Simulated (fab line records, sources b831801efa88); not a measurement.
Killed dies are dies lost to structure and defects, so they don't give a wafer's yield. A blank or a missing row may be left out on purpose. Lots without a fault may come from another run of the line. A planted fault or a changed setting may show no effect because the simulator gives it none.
fab line records | flow sky130
record lots=4 wafers=12 last_day=49
route steps=708 shown LDD_LDN@292 SPACER@304 POLY_CUT@307 SD_P@320 RES_XHIGH@332 SALICIDE@361 PAD_OPEN@708
lots that met no fault: from a run of the same line without faults
start_h: hours from the record's first day to the start of the lot's first wafer shown | wait_h: hours since the lot's step before | " the same as in the row above | L1.1+2: a row that stands for several wafers | - no value, or no start given | * or withheld: withheld | < > ~ a bound
route shown NAME@n: a module of which the file shows steps, and the number in the route of the first | usual: mean/standard deviation of fault-free wafers | same: alike in all rows | chamber/n: place in a boat | sites: the reading at each site | _std_site: their standard deviation | _edge_site: outer sites' mean less inner sites' | radius_mm: how far each site lies from the wafer's centre | mask NAME#n: copy n | behind: the tool/chamber that last shaped the wafer | hold: why the lot was held/for how many hours/how that ended | device: the transistor (n, p or np) that didn't switch | end of line: the same wafers' tests at the end of the route | a step without rows: its recipe alone | killed: dies lost to structure and defects at the first sort, not the wafer's yield | map: a wafer's dies, x killed, . not, _ none there
set.NAME: the setting as run; set.NAME@STEP: as run at that earlier step | model.NAME: the simulator's own value behind a step, which no gauge read
lots at some steps of the route; a table a step, a row a wafer
services: from which hour (start_h, from the record's first day; less than 0 if before it) a tool's chamber was out of use, for how many hours, and why
## steps
# step SKY_LDD_LDN_SOFTBAKE_03
# recipe temp_c=90 time_s=60 resist=NOVOLAK
# step SKY_LDD_LDN_EXPOSE_04
# recipe mask_id=LDNTM na=0.6 source_shape=conventional sigma_outer=0.6 polarization=unpolarized target_cd_nm=700 dose_mj=140
# step SKY_LDD_LDN_PEB_05
# recipe temp_c=withheld time_s=* resist=NOVOLAK
# step SKY_LDD_LDN_DEVELOP_06
# recipe resist=NOVOLAK developer=TMAH develop_time_s=60 dev_temp_c=23
# step SKY_LDD_LDN_IMPLANT_08
# recipe species=As energy_kev=15 dose_cm2=1.25e+13 tilt_deg=withheld rotation_deg=23
# step SKY_LDD_LDN_IMPLANT_09
# recipe species=As energy_kev=15 dose_cm2=1.25e+13 tilt_deg=withheld rotation_deg=113
# step SKY_LDD_LDN_IMPLANT_10
# recipe species=As energy_kev=15 dose_cm2=1.25e+13 tilt_deg=withheld rotation_deg=203
# step SKY_LDD_LDN_IMPLANT_11
# recipe species=As energy_kev=15 dose_cm2=1.231e+13 tilt_deg=withheld rotation_deg=293
# step SKY_LDD_LDN_STRIP_12
# recipe chemistry=O2/N2 power_w=1400 pressure_mtorr=1500 platen_temp_c=withheld o2_flow_sccm=3000 n2_flow_sccm=300 overash_fraction=0.5
# step SKY_LDD_LDN_CLEAN_14
# recipe chemistry=SC1/SC2 mix=1:4:20 temp_c=70 time_s=150 dry=n2_spin
# step SKY_SPACER_CVD_00
# recipe material=Si3N4 precursor=DCS/NH3 target_thk_nm=43.1 temp_c=770 time_s=740 pressure_mtorr=250
# columns lot.wafer tool chamber start_h wait_h model.Si3N4_of_SPACER_CVD_00.thk_nm
L728.1 lpcvd-02 1 529.54 0.0 43.61
L728.5 " 1 " " 43.55
L728.6 " 1 " " 43.58
L741.1 lpcvd-02 0 647.79 0.0 42.98
L741.4 " 0 " " 42.58
L741.6 " 0 " " 42.81
L742.1 lpcvd-02 1 656.83 0.0 32.22
L742.2 " 1 " " 32.45
L742.3 " 1 " " 32
L743.4 lpcvd-02 1 667.54 0.0 32.39
L743.5 " 1 " " 32.57
L743.6 " 1 " " 32.59
# step SKY_SPACER_THK_MEAS_01
# recipe reads=Si3N4_of_SPACER_CVD_00
# usual SPACER_CVD_00_THK=43.0/0.39
# columns lot.wafer tool chamber start_h wait_h SPACER_CVD_00_THK[nm]
L728.1 film_metro-03 - 530.75 0.0 43.6
L728.5 " - " " 43.5
L728.6 " - " " 43.6
L741.1 film_metro-02 - 649.00 0.0 43.0
L741.4 " - " " 42.6
L741.6 " - " " 42.8
L742.1 film_metro-02 - 658.04 0.0 32.3
L742.2 " - " " 32.4
L742.3 " - " " 32.0
L743.4 film_metro-03 - 668.77 0.0 32.4
L743.5 " - " " 32.6
L743.6 " - " " 32.6
# step SKY_SPACER_ETCHBACK_02
# recipe chemistry=CH3F/O2 target=Si3N4 stop_on=SiO2 source_w=400 bias_w=80 pressure_mtorr=25 ch3f_flow_sccm=40 O2_flow_sccm=30 time_s=46.7 target_depth_a=450
# usual O2_flow_sccm=30.01/0.086 drypump_motor_current_A=6.0/0.5 oes_product_au=0.853/0.0065 throttle_valve_pct=10.562/0.0085
# columns lot.wafer tool chamber start_h wait_h O2_flow_sccm drypump_motor_current_A oes_product_au rf_hours_counter_h throttle_valve_pct model.etch.depth_nm
L728.1 rie_diel-02 1 530.81 0.1 30.06 5.8 0.860 19 10.572 43.61
L728.5 " 3 " " 29.90 5.1 0.859 - 10.553 43.55
L728.6 " 0 " " 30.10 6.2 0.855 - 10.565 43.58
L741.1 rie_diel-01 3 649.06 0.1 30.18 5.7 0.845 4 10.566 42.98
L741.4 " 2 " " 29.89 6.4 0.844 7 10.556 42.58
L741.6 " 2 " " 29.88 6.4 0.848 - 10.564 42.81
L742.1 rie_diel-02 2 658.10 0.1 30.02 5.9 0.737 16 10.536 32.22
L742.2 " 0 " " 29.98 6.3 0.737 11 10.555 32.45
L742.3 " 1 " " 29.97 5.8 0.732 22 10.552 32
L743.4 rie_diel-04 2 668.80 0.0 30.05 6.3 0.735 37 10.535 32.39
L743.5 " 0 " " 30.01 5.9 0.746 - 10.554 32.57
L743.6 " 3 " " 30.03 5.2 0.737 - 10.552 32.59
# step SKY_POLY_CUT_DEHYDRATE_00
# recipe temp_c=200 time_s=60
# step SKY_POLY_CUT_HMDS_01
# recipe prime_time_s=60 prime_temp_c=120
# step SKY_POLY_CUT_COAT_02
# recipe resist=BARC temp_c=withheld time_s=withheld spin_rpm=3000 resist_thk_nm=60
# step SKY_POLY_CUT_COAT_03
# recipe resist=KrF-thick spin_rpm=3000 resist_thk_nm=450
# step SKY_POLY_CUT_SOFTBAKE_04
# recipe temp_c=100 time_s=90 resist=KrF-thick
# step SKY_POLY_CUT_EXPOSE_05
# recipe mask_id=NPCM na=0.8 source_shape=annular sigma_inner=0.55 sigma_outer=0.85 target_cd_nm=270 dose_mj=32
# step SKY_POLY_CUT_PEB_06
# recipe peb_temp_c=withheld peb_time_s=withheld resist=KrF-thick
# step SKY_POLY_CUT_DEVELOP_07
# recipe develop_time_s=60 resist=KrF-thick dev_temp_c=21
# step SKY_POLY_CUT_ETCH_10
# recipe chemistry=N2/H2 target=BARC ion_energy_ev=200 source_w=500 bias_w=100 pressure_mtorr=30 n2_flow_sccm=100 h2_flow_sccm=200 stop_on=SiO2 time_s=45.9 target_depth_a=600
# step SKY_POLY_CUT_ETCH_11
# recipe target=Si3N4 chemistry=CF4/CH2F2/Ar stop_on=poly-Si source_w=600 bias_w=150 pressure_mtorr=40 cf4_flow_sccm=40 ch2f2_flow_sccm=20 Ar_flow_sccm=150 time_s=42.5 target_depth_a=600
# step SKY_POLY_CUT_STRIP_12
# recipe chemistry=O2/N2 power_w=1400 pressure_mtorr=1500 platen_temp_c=withheld o2_flow_sccm=3000 n2_flow_sccm=300 overash_fraction=0.5
# step SKY_SD_P_DEHYDRATE_00
# recipe temp_c=200 time_s=60
# step SKY_SD_P_HMDS_01
# recipe prime_time_s=60 prime_temp_c=120
# step SKY_SD_P_COAT_02
# recipe resist=NOVOLAK spin_rpm=3000 resist_thk_nm=1140
# step SKY_SD_P_SOFTBAKE_03
# recipe temp_c=90 time_s=60 resist=NOVOLAK
# step SKY_SD_P_EXPOSE_04
# recipe mask_id=PSDM na=0.6 source_shape=conventional sigma_outer=0.6 polarization=unpolarized target_cd_nm=380 dose_mj=138
# step SKY_SD_P_PEB_05
# recipe temp_c=withheld time_s=* resist=NOVOLAK
# step SKY_SD_P_DEVELOP_06
# recipe resist=NOVOLAK developer=TMAH develop_time_s=60 dev_temp_c=23
# step SKY_SD_P_IMPLANT_09
# recipe species=BF2 energy_kev=20 dose_cm2=3e+15 tilt_deg=0
# step SKY_SD_P_STRIP_10
# recipe chemistry=O2/N2 power_w=1400 pressure_mtorr=1500 platen_temp_c=withheld o2_flow_sccm=3000 n2_flow_sccm=300 overash_fraction=0.5
# step SKY_RES_XHIGH_DEHYDRATE_00
# recipe temp_c=200 time_s=60
# step SKY_RES_XHIGH_HMDS_01
# recipe prime_time_s=62.52 prime_temp_c=120
# step SKY_SALICIDE_CLEAN_00
# recipe chemistry=HF-last time_s=30 dilution=100:1 dry=ipa_marangoni
# columns lot.wafer tool chamber start_h wait_h model.Si3N4_of_SPACER_CVD_00.thk_nm
L728.1 wet_bench-01 2 651.94 0.1 42.62
L728.5 " 2 " " 42.57
L728.6 " 2 " " 42.59
L741.1 wet_bench-03 3 761.39 0.1 41.99
L741.4 " 3 " " 41.6
L741.6 " 3 " " 41.83
L742.1 wet_bench-01 3 771.19 0.1 31.26
L742.2 " 3 " " 31.48
L742.3 " 3 " " 31.03
L743.4 wet_bench-04 0 780.49 0.0 31.41
L743.5 " 0 " " 31.59
L743.6 " 0 " " 31.61
# step SKY_PAD_OPEN_PROBE_99
# usual killed_at_M0_to_M3=43/7.3 killed_at_M4_up=3.1/1.8 killed_at_contacts=24/5.4 killed_at_front_end=15/4.1 killed_at_other=0.2/0.52 killed_dies=86/10 killed_open=47/7.3 killed_short=39/6.4
# same gross_dies=492 killed_at_back_side=0
# columns lot.wafer tool chamber start_h wait_h killed_at_M0_to_M3 killed_at_M4_up killed_at_contacts killed_at_front_end killed_at_other killed_dies killed_open killed_short model.etest.pfet_01v8.r_on_ohm_um model.etest.nfet_g5v0d10v5.r_on_ohm_um model.etest.sonos_uncharged.r_on_ohm_um model.etest.res_pdiff.line_ohm_um model.etest.pfet_01v8.drive_ua_um model.etest.nfet_01v8_lvt.drive_ua_um model.etest.sram_pfet_latch.drive_ua_um model.etest.pfet_01v8_hvt.drive_ua_um
L728.1 prober-02 - 1077.77 0.1 38 5 20 18 0 81 46 35 2940 1914 828.2 1313 189.6 580.8 141.3 142.1
L728.5 prober-02 - 1077.97 0.2 40 6 26 12 0 84 37 47 2836 1910 821.6 1314 199.3 593.3 143.4 149.3
L728.6 prober-02 - 1078.02 0.2 44 2 28 15 0 89 53 36 2831 1900 816.1 1330 200.5 581.3 152.1 148.6
L741.1 prober-01 - 1157.40 0.1 44 3 23 19 0 89 45 43 2901 1891 825.5 1355 190.5 564.2 140 142.8
L741.4 prober-01 - 1157.55 0.2 39 1 23 15 0 78 42 36 2907 1890 819.9 1356 191.8 571.5 143.4 141.4
L741.6 prober-01 - 1157.65 0.2 39 3 29 32 0 103 51 51 2952 1894 838.4 1371 188.5 563.6 135.4 140.1
L742.1 prober-02 - 1165.55 0.1 45 1 24 11 0 81 44 37 2508 1786 735.5 1351 228.1 627 169.2 172.3
L742.2 prober-02 - 1165.60 0.1 43 4 15 12 0 74 39 35 2538 1816 744.1 1349 222.6 626.6 171.4 169
L742.3 prober-02 - 1165.65 0.2 49 4 24 9 1 87 55 32 2454 1775 724.9 1315 232.6 637 184.6 176.2
L743.4 prober-01 - 1168.87 0.2 34 3 19 15 0 71 39 32 2669 1838 753 1318 210.3 570.1 157 156.9
L743.5 prober-01 - 1168.92 0.2 55 5 24 14 0 98 52 46 2681 1831 757.3 1353 211.2 566.9 157.1 157.2
L743.6 prober-01 - 1168.97 0.2 43 2 25 11 1 82 47 35 2658 1850 760.1 1303 212.4 571.4 156 159.5
# killed by level:class
L728.1 CONTACT:geometric_particle:short=7 VIA3:geometric_particle:open=7 VIA1:geometric_particle:open=7 POLY_GATE:geometric_particle:open=6 CONTACT:geometric_particle:open=6 METAL1:geometric_particle:short=5 VIA2:geometric_particle:open=5 FIELD_ISO:geometric_particle:open=4
L728.5 CONTACT:geometric_particle:short=8 VIA1:geometric_particle:open=8 CONTACT:geometric_particle:open=7 METAL2:geometric_particle:short=6 METAL4:geometric_particle:short=6 LI_CONTACT:geometric_particle:short=5 METAL1:geometric_particle:short=5 VIA2:geometric_particle:open=5
L728.6 CONTACT:geometric_particle:open=11 VIA2:geometric_particle:open=9 METAL1:geometric_particle:short=9 LI_CONTACT:geometric_particle:open=8 VIA3:geometric_particle:open=7 VIA1:geometric_particle:open=6 LOCAL_INTERCONNECT:geometric_particle:short=5 VIA3:geometric_particle:short=5
L741.1 LI_CONTACT:geometric_particle:open=8 VIA2:geometric_particle:open=8 METAL1:geometric_particle:short=7 FIELD_ISO:geometric_particle:open=6 VIA1:geometric_particle:open=6 VIA1:geometric_particle:short=5 POLY_GATE:geometric_particle:open=5 CONTACT:geometric_particle:short=5
L741.4 CONTACT:geometric_particle:open=12 METAL1:geometric_particle:short=8 VIA1:geometric_particle:open=7 LI_CONTACT:geometric_particle:open=6 VIA2:geometric_particle:open=6 FIELD_ISO:geometric_particle:open=5 METAL2:geometric_particle:short=5 VIA3:geometric_particle:open=4
L741.6 FIELD_ISO:geometric_particle:short=13 FIELD_ISO:geometric_particle:open=9 LI_CONTACT:geometric_particle:open=9 CONTACT:geometric_particle:open=8 CONTACT:geometric_particle:short=7 VIA1:geometric_particle:open=7 VIA3:geometric_particle:open=6 VIA1:geometric_particle:short=5
L742.1 VIA1:geometric_particle:open=13 CONTACT:geometric_particle:open=7 METAL1:geometric_particle:short=7 VIA3:geometric_particle:open=7 LI_CONTACT:geometric_particle:open=6 CONTACT:geometric_particle:short=5 METAL2:geometric_particle:short=5 POLY_GATE:geometric_particle:short=4
L742.2 METAL2:geometric_particle:short=10 CONTACT:geometric_particle:open=8 VIA1:geometric_particle:short=7 VIA2:geometric_particle:open=6 VIA1:geometric_particle:open=6 VIA3:geometric_particle:open=5 LI_CONTACT:geometric_particle:open=5 METAL4:geometric_particle:short=4
L742.3 CONTACT:geometric_particle:open=12 VIA1:geometric_particle:open=10 METAL2:geometric_particle:short=10 LI_CONTACT:geometric_particle:open=8 VIA1:geometric_particle:short=7 VIA2:geometric_particle:open=6 VIA3:geometric_particle:open=4 FIELD_ISO:geometric_particle:open=3
L743.4 CONTACT:geometric_particle:open=8 VIA2:geometric_particle:open=7 VIA1:geometric_particle:open=7 FIELD_ISO:geometric_particle:short=6 LI_CONTACT:geometric_particle:open=6 VIA1:geometric_particle:short=4 METAL2:geometric_particle:short=4 VIA3:geometric_particle:open=4
L743.5 VIA1:geometric_particle:open=13 CONTACT:geometric_particle:open=9 METAL1:geometric_particle:short=7 VIA1:geometric_particle:short=7 VIA3:geometric_particle:open=7 LI_CONTACT:geometric_particle:open=6 VIA3:geometric_particle:short=6 CONTACT:geometric_particle:short=5
L743.6 VIA1:geometric_particle:open=10 VIA2:geometric_particle:open=10 CONTACT:geometric_particle:open=6 LI_CONTACT:geometric_particle:open=5 LOCAL_INTERCONNECT:geometric_particle:short=5 CONTACT:geometric_particle:short=5 FIELD_ISO:geometric_particle:short=3 FIELD_ISO:geometric_particle:open=3
## services
# columns tool chamber start_h hours kind
rie_diel-04 0 511.23 1.3 repair
rie_diel-02 0 515.72 7.7 repair
lpcvd-02 - 547.04 0.3 repair
rie_diel-02 1 563.98 8.9 repair
rie_diel-02 3 566.14 76.6 repair
rie_diel-02 2 575.67 2.5 repair
lpcvd-02 - 578.19 4.3 pm
rie_diel-02 1 590.20 6.4 repair
rie_diel-01 0 591.12 3.1 repair
wet_bench-03 - 641.46 1.9 pm
rie_diel-02 2 644.73 7.4 repair
wet_bench-04 - 650.37 4.3 repair
rie_diel-04 - 651.60 2.8 pm
rie_diel-04 - 682.41 0.2 repair
lpcvd-02 - 697.98 2.8 pm
rie_diel-02 3 705.50 5.7 repair
rie_diel-02 2 726.20 3.8 repair
lpcvd-02 - 727.10 0.3 repair
rie_diel-04 3 738.49 3.1 repair
rie_diel-01 - 742.60 1.7 repair
rie_diel-01 3 749.44 15.6 repair
wet_bench-01 - 761.36 8.8 repair
rie_diel-02 - 761.42 2.8 pm
rie_diel-01 1 764.17 2.9 repair
## key
first_sign step=SKY_SPACER_THK_MEAS_01 reading=SPACER_CVD_00_THK direction=down sigmas=27 usual=43.0 struck=32.4
effect step=SKY_SPACER_ETCHBACK_02 reading=oes_product_au direction=down sigmas=18 usual=0.853 struck=0.738
model_effect step=SKY_SPACER_CVD_00 value=Si3N4_of_SPACER_CVD_00.thk_nm without=43.06 struck=32.37
model_effect step=SKY_SPACER_ETCHBACK_02 value=etch.depth_nm without=43.06 struck=32.37
model_effect step=SKY_SALICIDE_CLEAN_00 value=Si3N4_of_SPACER_CVD_00.thk_nm without=42.09 struck=31.4
model_effect step=SKY_PAD_OPEN_PROBE_99 value=etest.pfet_01v8.r_on_ohm_um without=2921 struck=2585
met_at SKY_SPACER_CVD_00
struck_wafers L742.1,L742.2,L742.3,L743.4,L743.5,L743.6
tester_left_out L742,L743
onset_between 529.54 656.83
also_fits time
fault kind=process_parameter_drift tool=lpcvd-02 chamber=1 onset_h=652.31 steps=SKY_SPACER_CVD_00 channel=target_thk_nm offset=-10.693 shape=step end_h=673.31 acts_in=these_recipes_only stated=43.1
# tester_left_out: of these lots the tester's yield and bins aren't shown, on N5 and GAA mostly nor the transistor test; their killed dies are dies lost to structure and defects alone, not to doping, threshold or leakage, so they don't give the yield
